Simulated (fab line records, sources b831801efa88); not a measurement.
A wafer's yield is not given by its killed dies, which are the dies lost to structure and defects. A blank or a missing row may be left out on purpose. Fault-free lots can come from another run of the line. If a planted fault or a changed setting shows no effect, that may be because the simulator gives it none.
Which of the tools did it? / flow gf180mcu / 12 lots, 36 wafers sampled, at 4 steps of a route of 602

== WHAT EACH GAUGE READ, for each wafer ==
GF_VT_IMPLANT_OVL_MEAS_18.
lot=L891; measured=day 6 05:53; on=overlay-02; VT_IMPLANT_01_OVL (nm)=0.5 -0.5 -2.8
lot=L892; measured=day 6 12:50; on=overlay-01; VT_IMPLANT_01_OVL (nm)=3.3 2.1 2.0
lot=L893; measured=day 6 19:51; on=overlay-02; VT_IMPLANT_01_OVL (nm)=-4.0 -0.8 -2.6
lot=L894; measured=day 6 22:20; on=overlay-02; VT_IMPLANT_01_OVL (nm)=-1.1 -0.2 0.7
lot=L895; measured=day 7 08:56; on=overlay-01; VT_IMPLANT_01_OVL (nm)=-0.1 -1.0 -1.0
lot=L897; measured=day 7 17:59; on=overlay-02; VT_IMPLANT_01_OVL (nm)=0.3 -2.3 -0.4
lot=L899; measured=day 8 10:50; on=overlay-01; VT_IMPLANT_01_OVL (nm)=-2.4 -1.7 -2.3
lot=L902; measured=day 9 04:34; on=overlay-02; VT_IMPLANT_01_OVL (nm)=-2.0 -2.5 -2.0
lot=L907; measured=day 10 11:14; on=overlay-01; VT_IMPLANT_01_OVL (nm)=-1.6 -2.5 -0.3
lot=L911; measured=day 11 13:23; on=overlay-02; VT_IMPLANT_01_OVL (nm)=0.5 -0.2 1.5
lot=L912; measured=day 11 19:58; on=overlay-01; VT_IMPLANT_01_OVL (nm)=-0.5 -1.3 0.5
lot=L913; measured=day 12 07:25; on=overlay-01; VT_IMPLANT_01_OVL (nm)=-1.3 -0.9 -2.5

GF_HV_LDD_CD_MEAS_07: target cd 400 nm.
lot=L891; measured=day 10 00:11; on=cd sem-01; cd nm (nm)=397.0 398.6 398.9
lot=L892; measured=day 10 07:05; on=cd sem-02; cd nm (nm)=400.8 399.8 399.2
lot=L893; measured=day 10 15:38; on=cd sem-01; cd nm (nm)=401.4 402.5 401.3
lot=L894; measured=day 10 18:38; on=cd sem-01; cd nm (nm)=400.0 401.6 400.6
lot=L895; measured=day 11 06:43; on=cd sem-02; cd nm (nm)=400.3 399.2 398.2
lot=L897; measured=day 11 17:40; on=cd sem-01; cd nm (nm)=397.5 400.1 398.7
lot=L899; measured=day 12 14:01; on=cd sem-01; cd nm (nm)=401.3 400.3 397.9
lot=L902; measured=day 13 09:41; on=cd sem-01; cd nm (nm)=398.4 399.0 397.6
lot=L907; measured=day 14 20:08; on=cd sem-02; cd nm (nm)=400.6 399.6 398.9
lot=L911; measured=day 16 04:06; on=cd sem-02; cd nm (nm)=407.9 407.9 408.1
lot=L912; measured=day 16 10:14; on=cd sem-02; cd nm (nm)=411.7 411.7 411.0
lot=L913; measured=day 17 02:08; on=cd sem-02; cd nm (nm)=399.9 401.0 397.9

== TOOL THAT RAN EACH LOT (tool first, then ch and the chambers of the sampled wafers, then the start) ==
lot=L891; GF_VT_IMPLANT_STRIP_42=plasma asher-04 ch 0,1, day 7 13:17; GF_HV_LDD_DEVELOP_06=litho track-04 ch 0, day 10 00:02
lot=L892; GF_VT_IMPLANT_STRIP_42=plasma asher-03 ch 0,1, day 7 20:43; GF_HV_LDD_DEVELOP_06=litho track-04 ch 0, day 10 06:56
lot=L893; GF_VT_IMPLANT_STRIP_42=plasma asher-02 ch 0,1, day 8 04:06; GF_HV_LDD_DEVELOP_06=litho track-04 ch 0, day 10 15:29
lot=L894; GF_VT_IMPLANT_STRIP_42=plasma asher-04 ch 0,1, day 8 06:10; GF_HV_LDD_DEVELOP_06=litho track-02 ch 0, day 10 18:30
lot=L895; GF_VT_IMPLANT_STRIP_42=plasma asher-03 ch 0,1, day 8 17:27; GF_HV_LDD_DEVELOP_06=litho track-02 ch 0, day 11 06:34
lot=L897; GF_VT_IMPLANT_STRIP_42=plasma asher-02 ch 0,1, day 9 03:22; GF_HV_LDD_DEVELOP_06=litho track-04 ch 0, day 11 17:31
lot=L899; GF_VT_IMPLANT_STRIP_42=plasma asher-04 ch 0,1, day 9 21:28; GF_HV_LDD_DEVELOP_06=litho track-02 ch 0, day 12 13:52
lot=L902; GF_VT_IMPLANT_STRIP_42=plasma asher-03 ch 0,1, day 10 15:07; GF_HV_LDD_DEVELOP_06=litho track-03 ch 0, day 13 09:32
lot=L907; GF_VT_IMPLANT_STRIP_42=plasma asher-04 ch 0,1, day 12 00:10; GF_HV_LDD_DEVELOP_06=litho track-04 ch 0, day 14 19:59
lot=L911; GF_VT_IMPLANT_STRIP_42=plasma asher-03 ch 0,1, day 13 05:04; GF_HV_LDD_DEVELOP_06=litho track-04 ch 0, day 16 03:58
lot=L912; GF_VT_IMPLANT_STRIP_42=plasma asher-03 ch 0,1, day 13 10:31; GF_HV_LDD_DEVELOP_06=litho track-04 ch 0, day 16 10:05
lot=L913; GF_VT_IMPLANT_STRIP_42=plasma asher-03 ch 0,1, day 13 23:34; GF_HV_LDD_DEVELOP_06=litho track-03 ch 0, day 17 01:59
- GF_VT_IMPLANT_STRIP_42: strips in O2/N2.
- GF_HV_LDD_DEVELOP_06: develop time 60 s.

== WHAT THE TOOLS THEMSELVES READ (means of the sampled wafers that have a number; where no wafer has one, the mark that the record gives instead) ==
GF_VT_IMPLANT_STRIP_42.
lot=L891; tool=plasma asher-04; drypump motor current A (A)=5.4; heater power w (W)=411; n2 flow sccm (sccm)=299.6; oes product au (a.u.)=0.714; strip time to endpoint s (s)=12.66
lot=L892; tool=plasma asher-03; drypump motor current A (A)=5.9; heater power w (W)=325; n2 flow sccm (sccm)=301.2; oes product au (a.u.)=0.717; strip time to endpoint s (s)=12.57
lot=L893; tool=plasma asher-02; drypump motor current A (A)=5.7; heater power w (W)=325; n2 flow sccm (sccm)=299.9; oes product au (a.u.)=0.712; strip time to endpoint s (s)=12.60
lot=L894; tool=plasma asher-04; drypump motor current A (A)=5.5; heater power w (W)=401; n2 flow sccm (sccm)=300.1; oes product au (a.u.)=0.712; strip time to endpoint s (s)=12.61
lot=L895; tool=plasma asher-03; drypump motor current A (A)=6.1; heater power w (W)=337; n2 flow sccm (sccm)=299.5; oes product au (a.u.)=0.718; strip time to endpoint s (s)=12.64
lot=L897; tool=plasma asher-02; drypump motor current A (A)=5.7; heater power w (W)=327; n2 flow sccm (sccm)=300.0; oes product au (a.u.)=0.717; strip time to endpoint s (s)=12.61
lot=L899; tool=plasma asher-04; drypump motor current A (A)=5.5; heater power w (W)=396; n2 flow sccm (sccm)=300.5; oes product au (a.u.)=0.714; strip time to endpoint s (s)=12.65
lot=L902; tool=plasma asher-03; drypump motor current A (A)=6.1; heater power w (W)=338; n2 flow sccm (sccm)=299.8; oes product au (a.u.)=0.717; strip time to endpoint s (s)=12.64
lot=L907; tool=plasma asher-04; drypump motor current A (A)=5.5; heater power w (W)=389; n2 flow sccm (sccm)=300.4; oes product au (a.u.)=0.720; strip time to endpoint s (s)=12.68
lot=L911; tool=plasma asher-03; drypump motor current A (A)=6.1; heater power w (W)=335; n2 flow sccm (sccm)=298.8; oes product au (a.u.)=0.710; strip time to endpoint s (s)=12.60
lot=L912; tool=plasma asher-03; drypump motor current A (A)=5.9; heater power w (W)=319; n2 flow sccm (sccm)=299.3; oes product au (a.u.)=0.716; strip time to endpoint s (s)=12.63
lot=L913; tool=plasma asher-03; drypump motor current A (A)=5.9; heater power w (W)=322; n2 flow sccm (sccm)=300.7; oes product au (a.u.)=0.718; strip time to endpoint s (s)=12.60

GF_HV_LDD_DEVELOP_06.
lot=L891; tool=litho track-04; developer temp C (C)=22.86
lot=L892; tool=litho track-04; developer temp C (C)=22.98
lot=L893; tool=litho track-04; developer temp C (C)=22.98
lot=L894; tool=litho track-02; developer temp C (C)=22.92
lot=L895; tool=litho track-02; developer temp C (C)=22.93
lot=L897; tool=litho track-04; developer temp C (C)=23.03
lot=L899; tool=litho track-02; developer temp C (C)=23.08
lot=L902; tool=litho track-03; developer temp C (C)=23.00
lot=L907; tool=litho track-04; developer temp C (C)=22.96
lot=L911; tool=litho track-04; developer temp C (C)=20.67
lot=L912; tool=litho track-04; developer temp C (C)=20.70
lot=L913; tool=litho track-03; developer temp C (C)=23.04

== THE ANSWER, worked out from the rows above alone ==
Rule: what is usual is taken from the lots themselves. Put in order of their means at a reading, lots are off if they are a third of the lots or fewer, leave a main group of 4 or more, and stand apart from it by a gap of 3 or more times the standard deviation of the main group's means; of several such gaps the widest counts. The tables above print the reading to a certain number of digits; a main group whose means all agree to those digits is not used. Also off: a lot with no number at a reading for which 4 or more lots have one. Any other lot the step has rows for is counted as sound. First the gauges in route order, then the tools' own readings, where a lot's mean is used as printed above. The first step at which some lot is off is used, and at that step the reading that is off furthest; a lot without a number counts as furthest.
Off, at GF_HV_LDD_CD_MEAS_07 on cd nm: L911, L912. For the main group the mean is 399.6 nm and the standard deviation 1.
A tool fits if, at a process step before that reading, it ran every lot that is off, and no sound lot after the first of them. Not tried: the gauges at GF_HV_LDD_CD_MEAS_07; whatever is off there is also off at GF_HV_LDD_DEVELOP_06, on other tools, and gauge error can't account for it. One fits: litho track-04 at GF_HV_LDD_DEVELOP_06. A fault onset in the window from L907 (day 14 19:59, its last sound lot) to L911 (day 16 03:58, its first lot off) fits.
The tool's own readings at GF_HV_LDD_DEVELOP_06 bear it out: on the lots that are off they differ by more than 5 times the standard deviation of the sound lots' means. developer temp C reads 20.69 C there against 22.98 C on the sound lots.

== WHAT HAD BEEN PUT IN BY THE SIMULATOR ==
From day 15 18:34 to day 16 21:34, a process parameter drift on litho track-04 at GF_HV_LDD_DEVELOP_06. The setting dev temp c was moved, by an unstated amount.
Struck lots among those shown: L911, L912. This agrees with what the rule above found.
